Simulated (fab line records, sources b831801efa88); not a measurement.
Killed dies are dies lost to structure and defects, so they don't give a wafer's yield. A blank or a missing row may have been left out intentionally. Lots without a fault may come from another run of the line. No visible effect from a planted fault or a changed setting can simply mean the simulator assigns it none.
What tool caused it? :: flow gf180mcu :: 6 lots, 18 wafers sampled, at 2 steps of a route of 602

== WHAT EACH GAUGE READ, for each wafer ==
GF_PSD_RS_MEAS_14: the measuring method here is four-point-probe.
lot: L876
measured: day 14 13:32
on: film metro-03
NSD_RS (ohm/sq): 46.52 46.50 46.52

lot: L883
measured: day 17 01:03
on: film metro-03
NSD_RS (ohm/sq): 45.25 45.38 45.31 45.33 45.36 45.35

lot: L888
measured: day 18 20:53
on: film metro-03
NSD_RS (ohm/sq): 46.52 46.42 46.43

lot: L891
measured: day 19 18:51
on: film metro-03
NSD_RS (ohm/sq): 46.48 46.32 46.45

lot: L895
measured: day 21 06:38
on: film metro-02
NSD_RS (ohm/sq): 46.56 46.49 46.47

lot: L897
measured: day 21 21:04
on: film metro-04
NSD_RS (ohm/sq): 46.41 46.43 46.48

== EACH LOT AND THE TOOL THAT RAN IT (in order: tool; ch and the chambers of the sampled wafers; start) ==
lot: L876
GF_NSD_IMPLANT_10: implanter-01 ch 0, day 13 16:38

lot: L883
GF_NSD_IMPLANT_10: implanter-03 ch 0, day 16 01:53

lot: L888
GF_NSD_IMPLANT_10: implanter-01 ch 0, day 17 20:19

lot: L891
GF_NSD_IMPLANT_10: implanter-01 ch 0, day 18 17:35

lot: L895
GF_NSD_IMPLANT_10: implanter-03 ch 0, day 20 05:53

lot: L897
GF_NSD_IMPLANT_10: implanter-04 ch 0, day 20 20:20
- GF_NSD_IMPLANT_10

== THE ANSWER, worked out from the rows above alone ==
Rule: what is usual is taken from the lots themselves. The widest of any qualifying gaps counts: lots, ordered by their means at a reading, are off when they make up no more than a third of the lots, leave a main group of 4 or more, and stand apart from it by 3 or more times the standard deviation of that group's means. The tables above print the reading to a certain number of digits; a main group whose means all agree to those digits is not used. Also off: a lot with no number at a reading for which 4 or more lots have one. All remaining lots with rows at the step are treated as sound.
Off: L883, seen at GF_PSD_RS_MEAS_14 (NSD_RS). The main group: mean 46.47 ohm/sq, standard deviation 0.038.
A tool fits if, at a process step before that reading, it ran every lot that is off, and no sound lot after the first of them. The gauges at GF_PSD_RS_MEAS_14 are tried like those tools. Of those tried, none fits.

== WHAT THE SIMULATOR HAD PUT IN ==
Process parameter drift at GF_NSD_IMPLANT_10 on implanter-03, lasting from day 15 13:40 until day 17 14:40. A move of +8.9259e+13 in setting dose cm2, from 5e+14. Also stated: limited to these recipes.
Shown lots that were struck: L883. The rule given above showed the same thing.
